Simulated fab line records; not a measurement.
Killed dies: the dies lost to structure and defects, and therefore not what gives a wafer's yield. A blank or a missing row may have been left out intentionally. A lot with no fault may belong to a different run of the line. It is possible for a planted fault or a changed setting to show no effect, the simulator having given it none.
The same fault as seen by 2 desks / flow sky130 / only its own numbers are on each desk; what lay behind them is given at the end

AT THE TOOL OWNER'S DESK: pvd sputter-04
The tool's own readings at SKY_METAL5_SPUTTER_03 (material Ti, target thk 5 nm, time 3.3 s): means of the sampled wafers that have a number, for each lot that ran on this tool. The brackets show how far a lot's mean lies from the usual mean; more than 4 standard deviations puts the lot out of limits, marked OUT.
Columns: A = chamber pressure pa at SKY_METAL5_SPUTTER_03, usual 0.4000 Pa; B = throttle valve pct at SKY_METAL5_SPUTTER_03, usual 30.5 %
lot=L717; first seen here=day 46 02:14; A=0.3996; B=29.7
lot=L728; first seen here=day 48 10:33; A=0.3996; B=30.1
lot=L729; first seen here=day 48 17:11; A=0.4002; B=30.3
This desk's finding: nothing out of limits on any of the 3 lots.

METROLOGY DESK
What the gauges read for every lot (on any tool): the sampled wafers with a number, averaged. The brackets show how far a lot's mean lies from the usual mean; more than 4 standard deviations puts the lot out of limits, marked OUT.
Columns: A = VIA4_W_RS at SKY_VIA4_RS_MEAS_19, usual 0.2274 ohm/sq; B = VIA4_W_THK at SKY_VIA4_THK_MEAS_20, usual 500 nm
lot=L717; first seen here=day 46 01:41; A=0.2246; B=503
lot=L720; first seen here=day 46 19:16; A=0.2265; B=503
lot=L722; first seen here=day 47 06:26; A=0.2275; B=497
lot=L728; first seen here=day 48 09:58; A=0.2260; B=501
lot=L729; first seen here=day 48 16:37; A=0.2277; B=504
This desk's finding: nothing out of limits on any of the 5 lots.

TAKEN TOGETHER
The desk of the tool owner found nothing out of limits.
The metrology desk saw nothing out of limits.

WHAT THE SIMULATOR HAD PUT IN
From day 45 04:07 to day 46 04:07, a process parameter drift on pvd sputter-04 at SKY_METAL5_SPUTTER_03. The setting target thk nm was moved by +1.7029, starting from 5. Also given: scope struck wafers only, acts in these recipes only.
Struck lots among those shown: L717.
